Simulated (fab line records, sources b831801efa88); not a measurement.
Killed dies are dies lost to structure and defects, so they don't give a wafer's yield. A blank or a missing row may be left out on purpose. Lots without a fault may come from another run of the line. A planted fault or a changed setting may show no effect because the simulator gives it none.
A struck lot beside a sound one | flow sky130 | 20 steps out of a route of 708
Sound: wafers L191.1, L191.2, L191.4. Struck: wafers L195.3, L195.4, L195.6. The cause comes at the end.
At each step with rows: each side's tool, then ch and its chambers, then its first start. Under that, the readings that differ: sound wafers | struck wafers | difference of the means | sigmas: that difference in standard deviations of wafers without a fault.
alike: readings whose means differ by less than 2 such deviations, and words and numbers that are the same on both sides. not compared: withheld readings, readings that some wafer has no value for, bounds like >300 that may hide the same value, and numbers for which the record gives no deviation and whose values overlap.
The two part at a step that has a row with sigmas, a row that says differs or no value, or rows on one side only. Numbers that don't overlap but have no deviation are shown without sigmas and don't part them. A reading that every wafer of one side lacks parts them only if that side has two wafers or more.

first, 6 steps without rows for these wafers: SKY_VT_ADJUST_PCH_HMDS_01 (prime time 60 s); SKY_VT_ADJUST_PCH_COAT_02 (resist thk 3000 nm); SKY_VT_ADJUST_PCH_SOFTBAKE_03; SKY_VT_ADJUST_PCH_EXPOSE_04 (exposes mask NWM, target cd 840 nm); SKY_VT_ADJUST_PCH_PEB_05; SKY_VT_ADJUST_PCH_DEVELOP_06 (develop time 60 s).
SKY_VT_ADJUST_PCH_OVL_MEAS_07:
  sound on overlay-01, day 10 21:21; struck on overlay-02, day 12 02:34
  alike: VT_ADJUST_PCH_OVL
then, 1 step without rows for these wafers: SKY_VT_ADJUST_PCH_IMPLANT_08.
SKY_VT_ADJUST_PCH_STRIP_09: strips in O2/N2.
  sound on plasma_asher-01 ch 0,1, day 10 21:32; struck on plasma_asher-02 ch 0,1, day 12 02:46
  alike: drypump_motor_current_A, oes_product_au, strip_time_to_endpoint_s
  not compared: rf_hours_counter_h
SKY_VT_ADJUST_PCH_TW_MEAS_10:
  sound on film_metro-03, day 10 21:38; struck on film_metro-03, day 12 02:52
  alike: VT_ADJUST_PCH_TW
then, 2 steps without rows for these wafers: SKY_SONOS_TUNNEL_DEHYDRATE_00 (time 60 s); SKY_SONOS_TUNNEL_HMDS_01 (prime time 60 s).
SKY_SONOS_TUNNEL_COAT_02: resist thk 1140 nm.
  sound on litho_track-03 ch 0, day 11 08:49; struck on litho_track-03, day 12 15:01
  no value came back on the struck wafers for chill_plate_temp_C (C), dispense_pressure_kPa (kPa); on the sound wafers chill_plate_temp_C (C) reads 23.02 22.93 22.93
then, 4 steps without rows for these wafers: SKY_SONOS_TUNNEL_SOFTBAKE_03 (time 60 s); SKY_SONOS_TUNNEL_EXPOSE_04 (exposes mask TUNM, target cd 410 nm); SKY_SONOS_TUNNEL_PEB_05; SKY_SONOS_TUNNEL_DEVELOP_06 (develop time 60 s).
SKY_SONOS_TUNNEL_CD_MEAS_07: target cd 410 nm.
  sound on cd_sem-01, day 11 20:55; struck on cd_sem-01, day 13 04:00
  reading    | sound             | struck | difference                    | sigmas
  cd_nm (nm) | 408.2 409.0 407.6 | - - -  | no value on the struck wafers |
SKY_SONOS_TUNNEL_OVL_MEAS_08:
  sound on overlay-02, day 11 21:02; struck on overlay-02, day 13 04:05
  reading               | sound          | struck | difference                    | sigmas
  SONOS_TUNNEL_OVL (nm) | -2.3 -1.4 -1.4 | - - -  | no value on the struck wafers |
-- the record jumps here: 35 days lie between the struck wafers' starts before and after (it left off in module SONOS_TUNNEL and takes up again in module PAD_OPEN, whose first step shown is number 708 of the route) --
SKY_PAD_OPEN_PROBE_99:
  the record has rows for the struck wafers here (prober-01, day 47 17:49) and none for the sound ones

WHERE THEY PART
First at SKY_SONOS_TUNNEL_COAT_02; last, within this record, at SKY_PAD_OPEN_PROBE_99.

WHY: what the simulator had put in
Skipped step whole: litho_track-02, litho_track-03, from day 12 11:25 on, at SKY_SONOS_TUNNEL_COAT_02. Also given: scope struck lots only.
